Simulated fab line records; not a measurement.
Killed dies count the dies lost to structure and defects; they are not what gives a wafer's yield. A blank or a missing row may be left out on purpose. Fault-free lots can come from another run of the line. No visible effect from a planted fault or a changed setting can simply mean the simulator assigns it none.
Which tool did it? -- flow gf180mcu -- 6 lots with 18 wafers sampled at 3 steps, on a route of 602 steps

## WHAT EACH GAUGE READ, for each wafer
GF_VT_IMPLANT_TW_MEAS_21.
lot,measured,on,VT_IMPLANT_2_TW
L505,day 7 10:13,film metro-01,1222 1215 1221
L507,day 8 01:05,film metro-01,1206 1210 1206
L510,day 8 20:04,film metro-03,1203 1197 1199
L517,day 10 20:49,film metro-03,1072 1075 1072
L520,day 11 14:11,film metro-01,1210 1207 1208
L522,day 12 03:59,film metro-04,1217 1204 1214

## EACH LOT AND THE TOOL THAT RAN IT (in order: tool; ch and the chambers of the sampled wafers; start)
lot,GF_VT_IMPLANT_SOFTBAKE_14,GF_VT_IMPLANT_IMPLANT_19
L505,"litho track-03 ch 0, day 7 02:23","implanter-02 ch 0, day 7 09:58"
L507,"litho track-04 ch 0, day 7 16:02","implanter-03 ch 0, day 8 00:52"
L510,"litho track-04 ch 0, day 8 11:06","implanter-01 ch 0, day 8 19:49"
L517,"litho track-01 ch 0, day 10 11:21","implanter-02 ch 0, day 10 20:34"
L520,"litho track-01 ch 0, day 11 04:25","implanter-03 ch 0, day 11 13:58"
L522,"litho track-01 ch 0, day 11 17:55","implanter-03 ch 0, day 12 03:38"
- GF_VT_IMPLANT_SOFTBAKE_14: time 61.6 s.
- GF_VT_IMPLANT_IMPLANT_19

## THE ANSWER, worked out from the rows above alone
Rule: the lots themselves supply what counts as usual. Put in order of their means at a reading, lots are off if they are a third of the lots or fewer, leave a main group of 4 or more, and stand apart from it by a gap of 3 or more times the standard deviation of the main group's means; of several such gaps the widest counts. A main group is skipped when, at the precision printed for the reading in the tables above, its means are all equal. A lot without any number at a reading at which 4 lots or more have one is off too. All remaining lots with rows at the step are treated as sound.
Off: L517, seen at GF_VT_IMPLANT_TW_MEAS_21 (VT_IMPLANT_2_TW). Mean 1209 and standard deviation 6.4 in the main group.
If a tool, at a process step before that reading, ran all the lots that are off and no sound lot after the first of them, it fits. Those tools and the gauges at GF_VT_IMPLANT_TW_MEAS_21 are tried in the same way. This does not decide it: 2 tools fit, namely implanter-02 at GF_VT_IMPLANT_IMPLANT_19 and film metro-03 at GF_VT_IMPLANT_TW_MEAS_21.

## WHAT HAD BEEN PUT IN BY THE SIMULATOR
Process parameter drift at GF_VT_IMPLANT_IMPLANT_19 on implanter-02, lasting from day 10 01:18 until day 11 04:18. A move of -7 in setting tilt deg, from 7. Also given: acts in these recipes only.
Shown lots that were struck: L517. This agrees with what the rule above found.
